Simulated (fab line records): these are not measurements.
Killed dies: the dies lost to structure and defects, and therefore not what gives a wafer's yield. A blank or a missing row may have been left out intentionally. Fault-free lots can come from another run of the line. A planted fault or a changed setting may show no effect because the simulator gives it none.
A struck lot beside a sound one ; flow sky130 ; 42 out of 708 route steps
Sound: wafers L602.1, L602.2, L602.5. Struck: wafers L601.3, L601.4 (left out: L601.1, a lot-mate that was not struck); the cause follows at the end.
At each step with rows: each side's tool, then ch and its chambers, then its first start. Under that, the readings that differ: sound wafers ; struck wafers ; difference of the means ; sigmas: that difference in standard deviations of wafers without a fault.
alike: readings whose means differ by less than 2 such deviations, and words and numbers that are the same on both sides. not compared: withheld readings, readings that some wafer has no value for, bounds like >300 that may hide the same value, and numbers for which the record gives no deviation and whose values overlap.
Wherever a step has rows on one side only, a row that says differs or no value, or a row with sigmas, the two part there. When numbers do not overlap yet have no deviation, they are printed without sigmas and do not part them. Lack of a reading on every wafer of one side parts them only where that side has two or more wafers.

first, 2 steps without rows for these wafers: SKY_PWDE_PEB_05; SKY_PWDE_DEVELOP_06 (develop time 60 s).
SKY_PWDE_OVL_MEAS_07:
  sound on overlay-01, day 5 16:21; struck on overlay-01, day 5 12:48
  alike: PWDE_OVL
next, for these wafers, 1 step has no rows: SKY_PWDE_IMPLANT_08.
SKY_PWDE_STRIP_09: strips in O2/N2.
  sound on plasma asher-04 ch 0,1, day 5 16:32; struck on plasma asher-03 ch 0,1, day 5 12:59
  alike: drypump motor current A, oes product au, strip time to endpoint s
  not compared: rf hours counter h
SKY_PWDE_TW_MEAS_10:
  sound on film metro-04, day 5 16:38; struck on film metro-04, day 5 13:05
  alike: PWDE_TW
then, 6 steps without rows for these wafers: SKY_NWELL_DEHYDRATE_03 (time 60 s); SKY_NWELL_HMDS_04 (prime time 60 s); SKY_NWELL_COAT_05 (resist thk 3000 nm); SKY_NWELL_SOFTBAKE_06; SKY_NWELL_EXPOSE_07 (exposes mask NWM, target cd 840 nm); SKY_NWELL_PEB_08.
SKY_NWELL_DEVELOP_09: develop time 60 s.
  sound on litho track-02 ch 0, day 6 10:00; struck on litho track-04 ch 0, day 6 07:00
SKY_NWELL_OVL_MEAS_10:
  sound on overlay-02, day 6 10:50; struck on overlay-01, day 6 07:21
reading;sound;struck;difference;sigmas
NWELL_00_OVL (nm);-1.6 -2.7 -2.6;1.5 0.5;+3.3;+3
then, 3 steps without rows for these wafers: SKY_NWELL_IMPLANT_11; SKY_NWELL_IMPLANT_12; SKY_NWELL_IMPLANT_13.
SKY_NWELL_STRIP_14: strips in O2/N2.
  sound on plasma asher-02 ch 0,1, day 6 11:19; struck on plasma asher-02 ch 0,1, day 6 07:50
  alike: drypump motor current A, oes product au, strip time to endpoint s
  not compared: rf hours counter h
SKY_NWELL_TW_MEAS_15:
  sound on film metro-01, day 6 11:25; struck on film metro-04, day 6 08:02
reading;sound;struck;difference;sigmas
NWELL_TW;1832 1830 1841;1793 1802;-37;-2
then, 7 steps without rows for these wafers: SKY_NWELL_DEHYDRATE_16 (time 60 s); SKY_NWELL_HMDS_17 (prime time 60 s); SKY_NWELL_COAT_18 (resist thk 3000 nm); SKY_NWELL_SOFTBAKE_19; SKY_NWELL_EXPOSE_20 (exposes mask NWM COMPLEMENT, target cd 840 nm); SKY_NWELL_PEB_21; SKY_NWELL_DEVELOP_22 (develop time 60 s).
SKY_NWELL_OVL_MEAS_23:
  sound on overlay-02, day 7 05:26; struck on overlay-02, day 7 01:45
  alike: NWELL_01_OVL
next, for these wafers, 1 step has no rows: SKY_NWELL_IMPLANT_24.
SKY_NWELL_STRIP_25: strips in O2/N2.
  sound on plasma asher-04 ch 0,1, day 7 05:37; struck on plasma asher-01 ch 0,1, day 7 01:56
  alike: drypump motor current A, oes product au, strip time to endpoint s
  not compared: rf hours counter h
SKY_NWELL_TW_MEAS_26:
  sound on film metro-03, day 7 05:43; struck on film metro-01, day 7 02:02
  alike: NWELL_2_TW
then, 1 step without rows for these wafers: SKY_NWELL_CLEAN_27 (cleans in SC1/SC2, time 150 s).
SKY_NWELL_RTA_28: time 30 s.
  sound on rtp anneal-02 ch 0, day 7 05:49; struck on rtp anneal-01 ch 0, day 7 02:08
  alike: lamp power pct, wafer_temp_C_max
SKY_NWELL_RS_MEAS_29: a four-point-probe measurement.
  sound on film metro-04, day 7 05:55; struck on film metro-03, day 7 02:14
  alike: NWELL_RS
SKY_NWELL_RS_MEAS_31: a four-point-probe measurement.
  sound on film metro-04, day 7 06:10; struck on film metro-03, day 7 02:29
  alike: PWDE_RS
then, 7 steps without rows for these wafers: SKY_VT_ADJUST_HVTP_DEHYDRATE_00 (time 60 s); SKY_VT_ADJUST_HVTP_HMDS_01 (prime time 60 s); SKY_VT_ADJUST_HVTP_COAT_02 (resist thk 1140 nm); SKY_VT_ADJUST_HVTP_SOFTBAKE_03 (time 60 s); SKY_VT_ADJUST_HVTP_EXPOSE_04 (exposes mask HVTPM, target cd 380 nm); SKY_VT_ADJUST_HVTP_PEB_05; SKY_VT_ADJUST_HVTP_DEVELOP_06 (develop time 60 s).
-- the record jumps here: 41 days lie between the struck wafers' starts before and after (it left off in module VT_ADJUST_HVTP and takes up again in module PAD_OPEN, whose first step shown is number 708 of the route) --
SKY_PAD_OPEN_PROBE_99:
  sound on prober-02, day 48 01:25; struck on prober-01, day 47 15:34
reading;sound;struck;difference;sigmas
model.etest.nfet_16v.r on ohm um;1.381e+04 1.407e+04 1.412e+04;1.503e+04 1.527e+04;+1.150e+03;
model.etest.pfet_16v.r on ohm um;1.486e+04 1.5e+04 1.476e+04;1.534e+04 1.507e+04;+3.317e+02;
model.etest.res nwell.line ohm um;1105 1090 1091;1324 1320;+227;
model.etest.res nwell.width nm (nm);834.7 838.3 831.4;723.3 718.4;-114.0;
model.etest.res iso pwell.width nm (nm);2655 2635 2666;2712 2718;+63;
model.etest.pfet_16v.drive ua um;252.1 247.7 251.3;252.6 257.4;+4.6;
model.etest.nfet_16v.drive ua um;227.4 219.7 220.8;208.5 211;-12.9;
model.etest.iso nwell nwell.leak log10 a um;-13.38 -13.5 -13.55;-13.88 -13.76;-0.34;
  alike: killed_at_M0_to_M3, killed_at_M4_up, killed at contacts, killed at front end, killed at other, killed dies, killed open, killed short

## WHERE THEY PART
Earliest at SKY_NWELL_OVL_MEAS_10; latest, in this record, at SKY_NWELL_TW_MEAS_15. Later steps at which nothing parts them and some readings are alike: SKY_NWELL_OVL_MEAS_23, SKY_NWELL_STRIP_25, SKY_NWELL_TW_MEAS_26, SKY_NWELL_RTA_28, SKY_NWELL_RS_MEAS_29, SKY_NWELL_RS_MEAS_31, SKY_PAD_OPEN_PROBE_99.

WHY: whatever the simulator had introduced
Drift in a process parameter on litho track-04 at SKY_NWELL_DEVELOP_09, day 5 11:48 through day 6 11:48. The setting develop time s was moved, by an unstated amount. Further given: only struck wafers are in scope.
